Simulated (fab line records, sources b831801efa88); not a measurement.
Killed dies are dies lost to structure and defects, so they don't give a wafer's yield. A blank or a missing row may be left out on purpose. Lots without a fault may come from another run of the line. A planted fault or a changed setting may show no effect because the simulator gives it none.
Which tool did it? | flow gf180mcu | 6 lots, 18 wafers sampled, at 2 steps of a route of 602

WHAT THE GAUGES READ, wafer by wafer
GF_M1_THK_MEAS_06: measures by xrf.
lot  | measured     | on            | M1_ALCU_THK (nm)
L471 | day 17 13:16 | film_metro-01 | 439 440 441
L476 | day 19 06:29 | film_metro-04 | 444 439 443
L482 | day 21 04:58 | film_metro-01 | 442 442 440
L486 | day 22 14:25 | film_metro-03 | 448 444 444
L489 | day 23 16:50 | film_metro-04 | 449 451 452
L491 | day 24 06:30 | film_metro-03 | 438 437 434

WHICH TOOL RAN EACH LOT (tool, then ch and the chambers of the sampled wafers, then the start)
lot  | GF_CONTACT_CVD_02
L471 | pecvd-03 ch 0,1, day 16 12:01
L476 | pecvd-04 ch 0,2, day 18 04:32
L482 | pecvd-02 ch 1,2, day 20 02:55
L486 | pecvd-02 ch 1,2, day 21 12:43
L489 | pecvd-02 ch 0,2, day 22 15:46
L491 | pecvd-04 ch 0,2, day 23 05:44
- GF_CONTACT_CVD_02: deposits SiO2 from TEOS, target thk 860 nm, time 95.992 s.

THE ANSWER, worked out from the rows above alone
Rule: what is usual is taken from the lots themselves. Put in order of their means at a reading, lots are off if they are a third of the lots or fewer, leave a main group of 4 or more, and stand apart from it by a gap of 3 or more times the standard deviation of the main group's means; of several such gaps the widest counts. A main group whose means are all the same, to the digits that the tables above print for the reading, isn't used. A lot without any number at a reading at which 4 lots or more have one is off too. The other lots that the step has rows for count as sound.
No lot is off at any reading shown: from this, nothing can be told.

WHAT THE SIMULATOR HAD PUT IN
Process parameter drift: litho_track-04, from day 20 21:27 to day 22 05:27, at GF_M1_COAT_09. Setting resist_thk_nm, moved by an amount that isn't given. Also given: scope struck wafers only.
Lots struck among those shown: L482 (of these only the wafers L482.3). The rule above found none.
